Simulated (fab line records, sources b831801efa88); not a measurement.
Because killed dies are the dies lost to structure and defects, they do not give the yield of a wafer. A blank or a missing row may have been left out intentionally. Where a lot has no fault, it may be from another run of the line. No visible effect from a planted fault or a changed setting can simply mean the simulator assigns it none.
Which tool did it? ; flow sky130 ; 39 wafers from 13 lots sampled at 3 of the route's 708 steps

== WHAT EACH GAUGE READ, for each wafer ==
SKY_VT_ADJUST_NCORE_CD_MEAS_07 targets a cd of 380 nm. Usual: 379.3 nm for cd-nm, sd 2.9.
lot;measured;on;cd-nm (nm);flag
L348;day 8 15:58;cd-sem-01;380.0 380.2 380.0;
L350;day 9 04:37;cd-sem-02;382.4 380.3 381.7;
L351;day 9 17:28;cd-sem-02;380.7 382.0 379.7;
L352;day 9 21:42;cd-sem-01;384.7 381.9 380.8;
L355;day 10 17:38;cd-sem-01;380.3 381.6 381.1;
L356;day 11 01:40;cd-sem-01;383.2 381.5 383.9;
L357;day 11 06:19;cd-sem-01;377.6 375.5 376.6;
L358;day 11 14:02;cd-sem-01;382.6 378.7 381.2;
L360;day 12 00:07;cd-sem-01;- - -;OFF
L364;day 13 14:55;cd-sem-01;381.2 380.9 380.1;
L367;day 14 11:17;cd-sem-02;381.9 383.2 384.1;
L370;day 15 03:16;cd-sem-01;374.3 375.5 375.7;
L371;day 15 11:46;cd-sem-01;376.6 376.8 376.9;

SKY_VT_ADJUST_NCORE_TW_MEAS_11. Usual: VT_ADJUST_NCORE_TW gives 220.2 (standard deviation 2.5).
lot;measured;on;VT_ADJUST_NCORE_TW;flag
L348;day 8 16:21;film-metro-01;219.2 217.8 219.6;
L350;day 9 05:01;film-metro-04;223.7 224.0 224.2;
L351;day 9 17:52;film-metro-04;223.7 223.4 224.4;
L352;day 9 22:07;film-metro-04;223.5 223.6 224.0;
L355;day 10 18:04;film-metro-01;220.1 220.1 219.6;
L356;day 11 02:04;film-metro-02;219.3 218.9 218.0;
L357;day 11 06:43;film-metro-04;223.7 223.2 222.9;
L358;day 11 14:26;film-metro-01;218.2 217.9 218.6;
L360;day 12 00:31;film-metro-04;30.5 30.4 30.5;OFF
L364;day 13 15:19;film-metro-02;218.8 217.3 219.0;
L367;day 14 11:41;film-metro-02;217.9 217.7 216.9;
L370;day 15 03:38;film-metro-01;218.4 219.4 218.3;
L371;day 15 12:08;film-metro-01;218.1 218.9 219.7;

== WHAT TOOL EACH LOT RAN ON (gives the tool, then ch and the chambers of the sampled wafers, and finally the start) ==
lot;SKY_VT_ADJUST_NCORE_EXPOSE_04
L348;iline-stepper-02 ch 0, day 8 05:08
L350;iline-stepper-01 ch 0, day 8 18:30
L351;iline-stepper-02 ch 0, day 9 06:59
L352;iline-stepper-01 ch 0, day 9 11:08
L355;iline-stepper-02 ch 0, day 10 06:40
L356;iline-stepper-01 ch 0, day 10 14:19
L357;iline-stepper-02 ch 0, day 10 18:44
L358;iline-stepper-02 ch 0, day 11 02:06
L360;iline-stepper-01 ch 0, day 11 13:10
L364;iline-stepper-01 ch 0, day 13 02:13
L367;iline-stepper-01 ch 0, day 13 21:50
L370;iline-stepper-02 ch 0, day 14 15:15
L371;iline-stepper-01 ch 0, day 14 22:19
- SKY_VT_ADJUST_NCORE_EXPOSE_04: exposes mask LVTN COMPLEMENT THIN, target cd 380 nm.

== WHAT THE TOOLS THEMSELVES READ (means of the sampled wafers that have a number; where no wafer has one, the mark that the record gives instead) ==
SKY_VT_ADJUST_NCORE_EXPOSE_04. Usual: 0.1 nm for focus-offset-nm, sd 0.47.
lot;tool;focus-offset-nm (nm);flag
L348;iline-stepper-02;-0.0;
L350;iline-stepper-01;0.5;
L351;iline-stepper-02;-0.4;
L352;iline-stepper-01;0.5;
L355;iline-stepper-02;-0.0;
L356;iline-stepper-01;-0.0;
L357;iline-stepper-02;0.1;
L358;iline-stepper-02;-0.2;
L360;iline-stepper-01;0.6;
L364;iline-stepper-01;-0.1;
L367;iline-stepper-01;0.1;
L370;iline-stepper-02;-0.3;
L371;iline-stepper-01;-0.3;

== THE ANSWER, worked out from the rows above alone ==
Rule: a lot counts as off when the mean over its wafers that have a number is more than 3 standard deviations away from the usual mean. A lot without any number at a reading at which 4 lots or more have one is off too. Where the step has rows for the other lots, those lots are counted as sound. First the gauges in route order, then the tools' own readings, where a lot's mean is used as printed above. At the first step where some lot is off, the reading lying furthest off is the one used; lots without a number count as furthest.
Off: L360, at SKY_VT_ADJUST_NCORE_CD_MEAS_07 (cd-nm). Without a number there: L360.
A tool fits if, at a process step before that reading, it ran every lot that is off, and no sound lot after the first of them. Not tried: the gauges at SKY_VT_ADJUST_NCORE_CD_MEAS_07; whatever is off there is also off at SKY_VT_ADJUST_NCORE_TW_MEAS_11, on other tools, and gauge error can't account for it. Of those tried, none fits.

== WHAT THE SIMULATOR HAD INSERTED ==
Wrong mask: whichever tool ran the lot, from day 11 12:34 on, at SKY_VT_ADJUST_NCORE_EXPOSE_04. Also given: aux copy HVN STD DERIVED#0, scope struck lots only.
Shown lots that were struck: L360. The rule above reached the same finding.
